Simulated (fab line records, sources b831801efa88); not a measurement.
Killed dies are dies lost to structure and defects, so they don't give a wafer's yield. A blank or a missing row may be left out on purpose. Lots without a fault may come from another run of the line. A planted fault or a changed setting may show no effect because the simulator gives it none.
Which tool did it? | flow gf180mcu | 24 lots, 72 wafers sampled, at 6 steps of a route of 602

WHAT THE GAUGES READ, wafer by wafer
GF_V2_OVL_MEAS_15.
lot  | measured     | on         | V2_OVL (nm)
L074 | day 20 07:59 | overlay-02 | -5 -2 -9
L075 | day 20 19:13 | overlay-01 | -3 -6 -3
L076 | day 20 23:59 | overlay-02 | 2 1 -1
L077 | day 21 10:05 | overlay-02 | -11 -10 -11
L078 | day 22 01:16 | overlay-01 | 5 2 3
L079 | day 22 08:56 | overlay-02 | -8 -14 -5
L080 | day 22 17:12 | overlay-01 | -7 -2 -2
L081 | day 23 04:51 | overlay-02 | -3 -2 -3
L082 | day 23 12:18 | overlay-02 | -11 -9 4
L083 | day 23 15:32 | overlay-01 | 6 5 5
L084 | day 24 02:41 | overlay-01 | -4 -10 0
L085 | day 24 08:01 | overlay-01 | 1 -4 -6
L086 | day 24 13:45 | overlay-01 | -9 -8 -6
L087 | day 24 19:56 | overlay-02 | -8 -3 -9
L088 | day 25 09:17 | overlay-02 | 2 -8 -1
L089 | day 25 14:43 | overlay-02 | 8 3 6
L090 | day 25 20:27 | overlay-02 | 2 9 3
L091 | day 26 10:01 | overlay-01 | -4 -6 -10
L092 | day 26 10:41 | overlay-01 | -8 1 2
L093 | day 26 15:43 | overlay-01 | -5 2 -1
L094 | day 27 02:04 | overlay-02 | -3 2 -2
L095 | day 27 11:11 | overlay-01 | -1 4 3
L096 | day 27 17:23 | overlay-02 | -4 1 -2
L097 | day 28 00:17 | overlay-02 | -7 -3 -9

GF_V2_RS_MEAS_24: measures by four-point-probe.
lot  | measured     | on            | V2_W_RS (ohm/sq)
L074 | day 20 08:57 | film_metro-02 | 0.327 0.329 0.327
L075 | day 20 20:08 | film_metro-01 | 0.330 0.329 0.328
L076 | day 21 00:58 | film_metro-01 | 0.328 0.326 0.325
L077 | day 21 11:05 | film_metro-01 | 0.329 0.331 0.332
L078 | day 22 02:16 | film_metro-01 | 0.324 0.327 0.328
L079 | day 22 09:53 | film_metro-02 | 0.334 0.335 0.335
L080 | day 22 18:09 | film_metro-02 | 0.331 0.336 0.340
L081 | day 23 05:46 | film_metro-01 | 0.324 0.324 0.323
L082 | day 23 13:14 | film_metro-02 | 0.337 0.331 0.339
L083 | day 23 16:27 | film_metro-02 | 0.324 0.325 0.325
L084 | day 24 03:38 | film_metro-02 | 0.336 0.333 0.333
L085 | day 24 09:01 | film_metro-01 | 0.326 0.326 0.327
L086 | day 24 14:41 | film_metro-02 | 0.330 0.332 0.332
L087 | day 24 20:53 | film_metro-02 | 0.326 0.326 0.329
L088 | day 25 10:12 | film_metro-02 | 0.337 0.334 0.340
L089 | day 25 15:38 | film_metro-03 | 0.332 0.330 0.326
L090 | day 25 21:24 | film_metro-03 | 0.330 0.336 0.333
L091 | day 26 11:01 | film_metro-03 | 0.330 0.326 0.328
L092 | day 26 11:37 | film_metro-03 | 0.325 0.325 0.327
L093 | day 26 16:40 | film_metro-02 | 0.326 0.321 0.327
L094 | day 27 02:58 | film_metro-02 | 0.337 0.333 0.333
L095 | day 27 12:13 | film_metro-03 | 0.328 0.328 0.327
L096 | day 27 18:26 | film_metro-02 | 0.320 0.321 0.320
L097 | day 28 01:13 | film_metro-01 | 0.340 0.331 0.338

GF_M4_THK_MEAS_06: measures by xrf.
lot  | measured     | on            | M4_ALCU_THK (nm)
L074 | day 22 12:26 | film_metro-04 | 447 444 447
L075 | day 22 22:38 | film_metro-03 | 446 449 448
L076 | day 23 02:23 | film_metro-03 | 442 444 441
L077 | day 23 13:43 | film_metro-04 | 451 443 446
L078 | day 24 02:44 | film_metro-04 | 450 453 441
L079 | day 24 10:51 | film_metro-03 | 444 445 441
L080 | day 24 19:52 | film_metro-01 | 442 445 440
L081 | day 25 05:15 | film_metro-04 | 450 447 449
L082 | day 25 12:22 | film_metro-04 | 453 444 455
L083 | day 25 15:45 | film_metro-04 | 443 442 443
L084 | day 26 02:30 | film_metro-01 | 440 444 443
L085 | day 26 07:21 | film_metro-04 | 438 450 446
L086 | day 26 12:47 | film_metro-03 | 448 444 446
L087 | day 26 18:49 | film_metro-01 | 445 443 444
L088 | day 27 07:16 | film_metro-01 | 444 439 438
L089 | day 27 12:36 | film_metro-04 | 452 447 450
L090 | day 27 17:43 | film_metro-03 | 444 448 443
L091 | day 28 06:34 | film_metro-04 | 455 454 447
L092 | day 28 08:03 | film_metro-04 | 448 448 446
L093 | day 28 12:06 | film_metro-01 | 439 440 446
L094 | day 28 22:14 | film_metro-03 | 432 437 435
L095 | day 29 06:45 | film_metro-04 | 452 443 448
L096 | day 29 11:51 | film_metro-04 | 450 446 447
L097 | day 29 19:18 | film_metro-01 | 441 430 437

GF_V4_THK_MEAS_03.
lot  | measured     | on            | V4_CVD_02_THK (nm)
L074 | day 23 12:37 | film_metro-01 | 839 840 858
L075 | day 23 21:48 | film_metro-01 | 838 848 859
L076 | day 24 00:36 | film_metro-03 | 848 859 872
L077 | day 24 11:52 | film_metro-03 | 858 851 879
L078 | day 25 01:12 | film_metro-02 | 851 843 851
L079 | day 25 09:08 | film_metro-02 | 851 862 855
L080 | day 25 18:07 | film_metro-02 | 852 854 859
L081 | day 26 02:36 | film_metro-02 | 819 823 847
L082 | day 26 10:59 | film_metro-02 | 841 848 850
L083 | day 26 13:06 | film_metro-01 | 845 855 844
L084 | day 27 00:24 | film_metro-02 | 840 844 847
L085 | day 27 03:48 | film_metro-02 | 832 837 852
L086 | day 27 10:37 | film_metro-01 | 841 858 860
L087 | day 27 16:11 | film_metro-02 | 864 854 848
L088 | day 28 03:41 | film_metro-02 | 840 855 844
L089 | day 28 09:19 | film_metro-03 | 844 837 861
L090 | day 28 14:08 | film_metro-03 | 846 851 867
L091 | day 29 02:41 | film_metro-01 | 847 867 851
L092 | day 29 04:25 | film_metro-03 | 832 841 843
L093 | day 29 08:17 | film_metro-01 | 836 850 839
L094 | day 29 18:14 | film_metro-03 | 830 828 841
L095 | day 30 02:01 | film_metro-01 | 851 845 863
L096 | day 30 07:56 | film_metro-02 | 845 854 864
L097 | day 30 14:34 | film_metro-02 | 844 847 841

WHICH TOOL RAN EACH LOT (tool, then ch and the chambers of the sampled wafers, then the start)
lot  | GF_M3_SPUTTER_02             | GF_M3_METAL_ETCH_16
L074 | pvd_sputter-01, day 20 09:34 | rie_metal-01 ch 0,1, day 21 09:52
L075 | pvd_sputter-04, day 20 20:45 | rie_metal-01 ch 0,1, day 21 20:49
L076 | pvd_sputter-03, day 21 01:35 | rie_metal-04 ch 1, day 22 01:13
L077 | pvd_sputter-04, day 21 11:39 | rie_metal-04 ch 1, day 22 11:41
L078 | pvd_sputter-03, day 22 02:51 | rie_metal-03 ch 0,1, day 23 01:40
L079 | pvd_sputter-04, day 22 10:30 | rie_metal-01 ch 0,1, day 23 09:40
L080 | pvd_sputter-03, day 22 18:43 | rie_metal-03 ch 0,1, day 23 18:07
L081 | pvd_sputter-04, day 23 06:22 | rie_metal-01 ch 0,1, day 24 04:01
L082 | pvd_sputter-04, day 23 13:49 | rie_metal-03 ch 0, day 24 11:57
L083 | pvd_sputter-04, day 23 17:04 | rie_metal-01 ch 0,1, day 24 14:58
L084 | pvd_sputter-01, day 24 04:14 | rie_metal-04 ch 0,1, day 25 01:58
L085 | pvd_sputter-01, day 24 09:38 | rie_metal-01 ch 0,1, day 25 07:01
L086 | pvd_sputter-03, day 24 15:16 | rie_metal-03 ch 0,1, day 25 13:08
L087 | pvd_sputter-04, day 24 21:26 | rie_metal-03 ch 0,1, day 25 19:14
L088 | pvd_sputter-01, day 25 10:49 | rie_metal-03 ch 0,1, day 26 07:58
L089 | pvd_sputter-04, day 25 16:14 | rie_metal-01 ch 0,1, day 26 13:10
L090 | pvd_sputter-03, day 25 21:58 | rie_metal-04 ch 0,1, day 26 18:43
L091 | pvd_sputter-03, day 26 11:37 | rie_metal-01 ch 0,1, day 27 08:22
L092 | pvd_sputter-01, day 26 12:13 | rie_metal-04 ch 0, day 27 09:05
L093 | pvd_sputter-01, day 26 17:14 | rie_metal-03 ch 0,1, day 27 13:34
L094 | pvd_sputter-01, day 27 03:35 | rie_metal-03 ch 0,1, day 28 00:07
L095 | pvd_sputter-04, day 27 12:49 | rie_metal-03 ch 0,1, day 28 08:46
L096 | pvd_sputter-01, day 27 19:04 | rie_metal-03 ch 0,1, day 28 13:58
L097 | pvd_sputter-01, day 28 01:50 | rie_metal-04 ch 0,1, day 28 21:13
- GF_M3_SPUTTER_02: material AlCu, target thk 450 nm, time 23.9 s.
- GF_M3_METAL_ETCH_16: etches the open film in Cl2/BCl3, stops on SiO2, target depth 627.5 nm, time 104.6 s.

WHAT THE TOOLS THEMSELVES READ (means of the sampled wafers that have a number; where no wafer has one, the mark that the record gives instead)
GF_M3_SPUTTER_02.
lot  | tool           | chamber_pressure_pa (Pa) | throttle_valve_pct (%)
L074 | pvd_sputter-01 | 0.3996                   | 30.2
L075 | pvd_sputter-04 | 0.3999                   | 30.0
L076 | pvd_sputter-03 | 0.3997                   | 29.8
L077 | pvd_sputter-04 | 0.3998                   | 30.5
L078 | pvd_sputter-03 | 0.3999                   | 30.0
L079 | pvd_sputter-04 | 0.4004                   | 30.4
L080 | pvd_sputter-03 | 0.3997                   | 29.8
L081 | pvd_sputter-04 | 0.3994                   | 31.0
L082 | pvd_sputter-04 | 0.3998                   | 30.8
L083 | pvd_sputter-04 | 0.4006                   | 30.4
L084 | pvd_sputter-01 | 0.3997                   | 30.9
L085 | pvd_sputter-01 | 0.3994                   | 30.9
L086 | pvd_sputter-03 | 0.3992                   | 30.0
L087 | pvd_sputter-04 | 0.4000                   | 30.4
L088 | pvd_sputter-01 | 0.4001                   | 29.8
L089 | pvd_sputter-04 | 0.4005                   | 30.9
L090 | pvd_sputter-03 | 0.4001                   | 30.0
L091 | pvd_sputter-03 | 0.4006                   | 30.2
L092 | pvd_sputter-01 | 0.4006                   | 30.6
L093 | pvd_sputter-01 | 0.3991                   | 30.5
L094 | pvd_sputter-01 | 0.3998                   | 29.8
L095 | pvd_sputter-04 | 0.3997                   | 30.5
L096 | pvd_sputter-01 | 0.4002                   | 29.5
L097 | pvd_sputter-01 | 0.3999                   | 29.7

GF_M3_METAL_ETCH_16.
lot  | tool         | bcl3_flow_sccm (sccm) | bias_w (W) | drypump_motor_current_A (A) | oes_product_au (a.u.) | rf_fwd_power_W (W) | throttle_valve_pct (%)
L074 | rie_metal-01 | 39.96                 | 140.6      | 6.4                         | 0.961                 | 794.8              | 28.255
L075 | rie_metal-01 | 40.12                 | 139.9      | 6.4                         | 0.969                 | 796.4              | 28.249
L076 | rie_metal-04 | 39.89                 | 140.0      | 5.1                         | 0.966                 | 793.0              | 28.252
L077 | rie_metal-04 | 40.09                 | 140.1      | 5.2                         | 0.971                 | 795.3              | 28.248
L078 | rie_metal-03 | 39.86                 | 139.9      | 5.5                         | 0.972                 | 794.8              | 28.249
L079 | rie_metal-01 | 40.06                 | 140.4      | 6.4                         | 0.968                 | 793.5              | 28.258
L080 | rie_metal-03 | 39.95                 | 140.3      | 5.4                         | 0.964                 | 791.1              | 28.255
L081 | rie_metal-01 | 39.94                 | 140.2      | 6.4                         | 0.973                 | 795.1              | 28.250
L082 | rie_metal-03 | 40.06                 | 140.3      | 5.3                         | 0.973                 | 794.4              | 28.255
L083 | rie_metal-01 | 39.97                 | 140.0      | 6.4                         | 0.966                 | 791.9              | 28.240
L084 | rie_metal-04 | 40.01                 | 140.2      | 5.8                         | 0.971                 | 791.4              | 28.250
L085 | rie_metal-01 | 40.12                 | 139.8      | 6.1                         | 0.967                 | 795.7              | 28.243
L086 | rie_metal-03 | 39.95                 | 139.7      | 5.5                         | 0.980                 | 793.1              | 28.244
L087 | rie_metal-03 | 40.13                 | 140.3      | 5.4                         | 0.976                 | 796.8              | 28.247
L088 | rie_metal-03 | 40.16                 | 139.7      | 5.4                         | 0.965                 | 793.2              | 28.258
L089 | rie_metal-01 | 39.97                 | 140.5      | 6.4                         | 0.964                 | 798.5              | 28.251
L090 | rie_metal-04 | 40.12                 | 140.7      | 5.9                         | 0.969                 | 795.6              | 28.246
L091 | rie_metal-01 | 40.05                 | 139.5      | 6.4                         | 0.971                 | 793.2              | 28.254
L092 | rie_metal-04 | 39.98                 | 140.2      | 6.3                         | 0.972                 | 795.2              | 28.266
L093 | rie_metal-03 | 40.10                 | 140.0      | 5.4                         | 0.972                 | 793.0              | 28.258
L094 | rie_metal-03 | 39.92                 | 140.1      | 5.4                         | 0.973                 | 791.4              | 28.254
L095 | rie_metal-03 | 39.96                 | 140.2      | 5.4                         | 0.977                 | 795.0              | 28.247
L096 | rie_metal-03 | 39.98                 | 139.8      | 5.4                         | 0.980                 | 792.2              | 28.247
L097 | rie_metal-04 | 39.97                 | 140.2      | 5.5                         | 0.973                 | 794.1              | 28.251

THE ANSWER, worked out from the rows above alone
Rule: what is usual is taken from the lots themselves. Put in order of their means at a reading, lots are off if they are a third of the lots or fewer, leave a main group of 4 or more, and stand apart from it by a gap of 3 or more times the standard deviation of the main group's means; of several such gaps the widest counts. A main group whose means are all the same, to the digits that the tables above print for the reading, isn't used. A lot without any number at a reading at which 4 lots or more have one is off too. The other lots that the step has rows for count as sound. The gauges are gone through in route order, then the tools' own readings, and for those a lot's mean is taken as printed above. The first step at which some lot is off is used, and at that step the reading that is off furthest; a lot without a number counts as furthest.
No lot is off at any reading shown: from this, nothing can be told.

WHAT THE SIMULATOR HAD PUT IN
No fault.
